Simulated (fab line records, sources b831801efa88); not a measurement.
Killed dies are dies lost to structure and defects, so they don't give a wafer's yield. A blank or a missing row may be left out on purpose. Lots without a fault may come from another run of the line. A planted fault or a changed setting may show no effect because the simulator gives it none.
Which tool did it? | flow sfq_line | 14 lots, 42 wafers sampled, at 6 steps of a route of 325

WHAT THE GAUGES READ, wafer by wafer
The record holds no reading of a measuring or inspecting step that can be judged against a usual standard deviation.

WHICH TOOL RAN EACH LOT (tool, then ch and the chambers of the sampled wafers, then the start)
lot  | SFQ_TRILAYER_I2_CMP_CMP_064   | SFQ_TRILAYER_I2_METRO_MEASURE_065 | SFQ_TRILAYER_I2_VIA_BARC_OPEN_VIA_ETCH_096 | SFQ_TRILAYER_I2_VIA_ETCH_VIA_ETCH_070 | SFQ_TRILAYER_I3_VIA_STRIP_STRIP_089 | SFQ_TRILAYER_M4_DEP_SPUTTER_091
L507 | cmp-01 ch 0,3, day 37 00:10   | film_metro-01, day 37 03:41       | rie_diel-04 ch 0,1,2, day 37 06:46         | rie_diel-04 ch 0,1,2, day 37 06:49    | rie_metal-02 ch 0,1, day 49 05:40   | pvd_sputter-03, day 49 06:16
L508 | cmp-02 ch 2,3, day 37 13:23   | film_metro-04, day 37 16:25       | rie_diel-02 ch 0,2,3, day 37 19:37         | rie_diel-02 ch 0,2,3, day 37 19:40    | rie_metal-02 ch 0,1, day 49 17:40   | pvd_sputter-03, day 49 18:16
L509 | cmp-01 ch 0,1,3, day 38 01:06 | film_metro-04, day 38 04:13       | rie_diel-01 ch 0,1,3, day 38 07:42         | rie_diel-01 ch 0,1,3, day 38 07:44    | rie_metal-01 ch 0,1, day 50 03:04   | pvd_sputter-03, day 50 03:52
L510 | cmp-02 ch 0,2,3, day 38 12:53 | film_metro-03, day 38 16:01       | rie_diel-01 ch 0,2,3, day 38 19:30         | rie_diel-01 ch 0,2,3, day 38 19:32    | rie_metal-01 ch 0,1, day 50 10:16   | pvd_sputter-03, day 50 11:16
L511 | cmp-02 ch 1,2,3, day 38 16:53 | film_metro-01, day 38 19:01       | rie_diel-04 ch 0,1,3, day 38 22:30         | rie_diel-04 ch 0,1,3, day 38 22:32    | rie_metal-02 ch 0,1, day 50 13:52   | pvd_sputter-03, day 50 14:40
L512 | cmp-01 ch 0,2,3, day 38 18:31 | film_metro-03, day 38 21:50       | rie_diel-01 ch 1,2,3, day 39 01:41         | rie_diel-01 ch 1,2,3, day 39 01:44    | rie_metal-02 ch 0,1, day 50 16:16   | pvd_sputter-03, day 50 17:04
L513 | cmp-02 ch 1,2, day 39 04:23   | film_metro-03, day 39 07:13       | rie_diel-04 ch 1,2,3, day 39 21:51         | rie_diel-04 ch 1,2,3, day 39 21:53    | rie_metal-02 ch 0,1, day 50 22:16   | pvd_sputter-06, day 50 23:04
L516 | cmp-01 ch 1,3, day 41 23:17   | film_metro-03, day 42 01:54       | rie_diel-02 ch 0,1,2, day 42 06:19         | rie_diel-02 ch 0,1,2, day 42 06:22    | rie_metal-03 ch 0,1, day 52 21:04   | pvd_sputter-03, day 52 21:52
L520 | cmp-02 ch 1,2, day 43 02:34   | film_metro-04, day 43 06:17       | rie_diel-04 ch 0,1, day 43 13:38           | rie_diel-04 ch 0,1, day 43 13:41      | rie_metal-01 ch 0,1, day 54 12:59   | pvd_sputter-05, day 54 13:35
L521 | cmp-02 ch 0,2,3, day 43 10:46 | film_metro-04, day 43 13:05       | rie_diel-01 ch 0,2,3, day 43 17:22         | rie_diel-01 ch 0,2,3, day 43 17:25    | rie_metal-01 ch 0,1, day 54 19:59   | pvd_sputter-03, day 54 20:49
L527 | cmp-01 ch 1,2, day 45 21:10   | film_metro-04, day 46 00:17       | rie_diel-04 ch 1,3, day 46 15:58           | rie_diel-04 ch 1,3, day 46 16:01      | rie_metal-01 ch 0,1, day 57 04:59   | pvd_sputter-03, day 57 05:47
L528 | cmp-02 ch 0,3, day 46 06:04   | film_metro-04, day 46 09:05       | rie_diel-02 ch 1,2, day 47 01:07           | rie_diel-02 ch 1,2, day 47 01:10      | rie_metal-02 ch 0,1, day 57 06:23   | pvd_sputter-06, day 57 07:01
L529 | cmp-01 ch 0,1,2, day 46 09:46 | film_metro-03, day 46 12:53       | rie_diel-01 ch 0,1,2, day 47 02:19         | rie_diel-01 ch 0,1,2, day 47 02:22    | rie_metal-03 ch 0,1, day 57 07:23   | pvd_sputter-05, day 57 08:11
L530 | cmp-02 ch 0,2, day 46 16:25   | film_metro-01, day 46 19:32       | rie_diel-04 ch 1,3, day 47 03:31           | rie_diel-04 ch 1,3, day 47 03:34      | rie_metal-01 ch 0, day 57 08:35     | pvd_sputter-03, day 57 09:23
- SFQ_TRILAYER_I2_CMP_CMP_064: polishes SiO2.
- SFQ_TRILAYER_I2_METRO_MEASURE_065
- SFQ_TRILAYER_I2_VIA_BARC_OPEN_VIA_ETCH_096: etches BARC in O2, target depth 125 nm, time 41.7 s.
- SFQ_TRILAYER_I2_VIA_ETCH_VIA_ETCH_070: etches SiO2 in CHF3, stops on Nb, target depth 260 nm.
- SFQ_TRILAYER_I3_VIA_STRIP_STRIP_089: strips in O2.
- SFQ_TRILAYER_M4_DEP_SPUTTER_091: material Nb, target thk 200 nm, time 133.3 s.

WHAT THE TOOLS THEMSELVES READ (means of the sampled wafers that have a number; where no wafer has one, the mark that the record gives instead)
SFQ_TRILAYER_I2_CMP_CMP_064. Usual: motor_current_A 10.8 A, standard deviation 0.7; retaining_ring_pressure_frac 1.000, standard deviation 0.0049; slurry_filter_dp_kPa 13.51 kPa, standard deviation 0.14; time_to_endpoint_s 217 s, standard deviation 7.5.
lot  | tool   | motor_current_A (A) | retaining_ring_pressure_frac | slurry_filter_dp_kPa (kPa) | time_to_endpoint_s (s) | flag
L507 | cmp-01 | 10.6                | 1.001                        | 13.52                      | 218                    |
L508 | cmp-02 | 10.6                | 1.002                        | 13.42                      | 220                    |
L509 | cmp-01 | 10.5                | 1.002                        | 13.42                      | 221                    |
L510 | cmp-02 | 10.9                | 1.001                        | 13.40                      | 222                    |
L511 | cmp-02 | 10.9                | 0.998                        | 13.49                      | 226                    |
L512 | cmp-01 | 10.8                | 0.998                        | 13.44                      | 216                    |
L513 | cmp-02 | 11.2                | 1.001                        | 13.58                      | 212                    |
L516 | cmp-01 | 9.6                 | 1.004                        | 13.55                      | 217                    |
L520 | cmp-02 | 11.0                | 1.000                        | 13.52                      | 211                    |
L521 | cmp-02 | 10.9                | 0.999                        | 13.46                      | 209                    |
L527 | cmp-01 | 10.3                | 1.001                        | 13.45                      | 210                    |
L528 | cmp-02 | 10.9                | 0.999                        | 13.50                      | 222                    |
L529 | cmp-01 | 10.7                | 0.998                        | 13.60                      | 200                    |
L530 | cmp-02 | 10.7                | 0.994                        | 13.54                      | 217                    |

SFQ_TRILAYER_I2_METRO_MEASURE_065. Usual: thk_nm 200.4 nm, standard deviation 0.89.
lot  | tool          | thk_nm (nm) | flag
L507 | film_metro-01 | 201.6       |
L508 | film_metro-04 | 200.5       |
L509 | film_metro-04 | 201.3       |
L510 | film_metro-03 | 200.6       |
L511 | film_metro-01 | 200.0       |
L512 | film_metro-03 | 201.1       |
L513 | film_metro-03 | 199.7       |
L516 | film_metro-03 | 200.6       |
L520 | film_metro-04 | 207.4       | OFF
L521 | film_metro-04 | 207.2       | OFF
L527 | film_metro-04 | 199.2       |
L528 | film_metro-04 | 200.1       |
L529 | film_metro-03 | 200.7       |
L530 | film_metro-01 | 200.5       |

SFQ_TRILAYER_I2_VIA_BARC_OPEN_VIA_ETCH_096. Usual: drypump_motor_current_A 5.9 A, standard deviation 0.45; oes_product_au 0.685 a.u., standard deviation 0.0045.
lot  | tool        | drypump_motor_current_A (A) | oes_product_au (a.u.) | flag
L507 | rie_diel-04 | 5.6                         | 0.685                 |
L508 | rie_diel-02 | 5.6                         | 0.682                 |
L509 | rie_diel-01 | 6.2                         | 0.679                 |
L510 | rie_diel-01 | 5.9                         | 0.685                 |
L511 | rie_diel-04 | 6.0                         | 0.684                 |
L512 | rie_diel-01 | 6.3                         | 0.683                 |
L513 | rie_diel-04 | 5.8                         | 0.691                 |
L516 | rie_diel-02 | 5.5                         | 0.683                 |
L520 | rie_diel-04 | 6.0                         | 0.687                 |
L521 | rie_diel-01 | 6.0                         | 0.682                 |
L527 | rie_diel-04 | 6.1                         | 0.683                 |
L528 | rie_diel-02 | 5.6                         | 0.683                 |
L529 | rie_diel-01 | 6.1                         | 0.683                 |
L530 | rie_diel-04 | 6.1                         | 0.689                 |

SFQ_TRILAYER_I2_VIA_ETCH_VIA_ETCH_070. Usual: drypump_motor_current_A 5.9 A, standard deviation 0.45; oes_product_au 0.855 a.u., standard deviation 0.0047.
lot  | tool        | drypump_motor_current_A (A) | oes_product_au (a.u.) | flag
L507 | rie_diel-04 | 5.7                         | 0.857                 |
L508 | rie_diel-02 | 5.6                         | 0.859                 |
L509 | rie_diel-01 | 6.2                         | 0.855                 |
L510 | rie_diel-01 | 6.0                         | 0.856                 |
L511 | rie_diel-04 | 6.0                         | 0.854                 |
L512 | rie_diel-01 | 6.3                         | 0.856                 |
L513 | rie_diel-04 | 5.7                         | 0.853                 |
L516 | rie_diel-02 | 5.5                         | 0.858                 |
L520 | rie_diel-04 | 6.0                         | 0.873                 | OFF
L521 | rie_diel-01 | 5.9                         | 0.870                 | OFF
L527 | rie_diel-04 | 6.0                         | 0.855                 |
L528 | rie_diel-02 | 5.6                         | 0.856                 |
L529 | rie_diel-01 | 6.1                         | 0.856                 |
L530 | rie_diel-04 | 6.1                         | 0.855                 |

SFQ_TRILAYER_I3_VIA_STRIP_STRIP_089. Usual: drypump_motor_current_A 5.74 A, standard deviation 0.19; oes_product_au 1.001 a.u., standard deviation 0.0062.
lot  | tool         | drypump_motor_current_A (A) | oes_product_au (a.u.) | flag
L507 | rie_metal-02 | 5.87                        | 0.994                 |
L508 | rie_metal-02 | 5.83                        | 1.001                 |
L509 | rie_metal-01 | 5.75                        | 1.003                 |
L510 | rie_metal-01 | 5.75                        | 1.006                 |
L511 | rie_metal-02 | 5.85                        | 0.994                 |
L512 | rie_metal-02 | 5.90                        | 1.000                 |
L513 | rie_metal-02 | 5.82                        | 0.998                 |
L516 | rie_metal-03 | 5.42                        | 1.005                 |
L520 | rie_metal-01 | 5.78                        | 1.007                 |
L521 | rie_metal-01 | 5.76                        | 1.001                 |
L527 | rie_metal-01 | 5.74                        | 0.997                 |
L528 | rie_metal-02 | 5.84                        | 1.002                 |
L529 | rie_metal-03 | 5.39                        | 1.003                 |
L530 | rie_metal-01 | 5.82                        | 1.005                 |

SFQ_TRILAYER_M4_DEP_SPUTTER_091. Usual: base_pressure_pa 1.34e-06 Pa, standard deviation 9.8e-08; throttle_valve_pct 30.2 %, standard deviation 0.94.
lot  | tool           | base_pressure_pa (Pa) | throttle_valve_pct (%) | flag
L507 | pvd_sputter-03 | 1.18e-06              | 30.2                   |
L508 | pvd_sputter-03 | 1.36e-06              | 31.0                   |
L509 | pvd_sputter-03 | 1.44e-06              | 30.3                   |
L510 | pvd_sputter-03 | 1.26e-06              | 30.8                   |
L511 | pvd_sputter-03 | 1.46e-06              | 31.0                   |
L512 | pvd_sputter-03 | 1.45e-06              | 30.2                   |
L513 | pvd_sputter-06 | 1.36e-06              | 30.0                   |
L516 | pvd_sputter-03 | 1.36e-06              | 30.7                   |
L520 | pvd_sputter-05 | 1.41e-06              | 29.5                   |
L521 | pvd_sputter-03 | 1.35e-06              | 30.8                   |
L527 | pvd_sputter-03 | 1.31e-06              | 30.9                   |
L528 | pvd_sputter-06 | 1.30e-06              | 30.2                   |
L529 | pvd_sputter-05 | 1.33e-06              | 29.8                   |
L530 | pvd_sputter-03 | 1.40e-06              | 30.0                   |

THE ANSWER, worked out from the rows above alone
Rule: a lot is off if the mean of its wafers that have a number lies more than 3 standard deviations from the usual mean. A lot without any number at a reading at which 4 lots or more have one is off too. The other lots that the step has rows for count as sound. The gauges are gone through in route order, then the tools' own readings, and for those a lot's mean is taken as printed above. The first step at which some lot is off is used, and at that step the reading that is off furthest; a lot without a number counts as furthest.
Off: L520, L521, at SFQ_TRILAYER_I2_METRO_MEASURE_065 (thk_nm).
A tool fits if, at that step or a process step before it, it ran every lot that is off, and no sound lot after the first of them. None of those tried fits.

WHAT THE SIMULATOR HAD PUT IN
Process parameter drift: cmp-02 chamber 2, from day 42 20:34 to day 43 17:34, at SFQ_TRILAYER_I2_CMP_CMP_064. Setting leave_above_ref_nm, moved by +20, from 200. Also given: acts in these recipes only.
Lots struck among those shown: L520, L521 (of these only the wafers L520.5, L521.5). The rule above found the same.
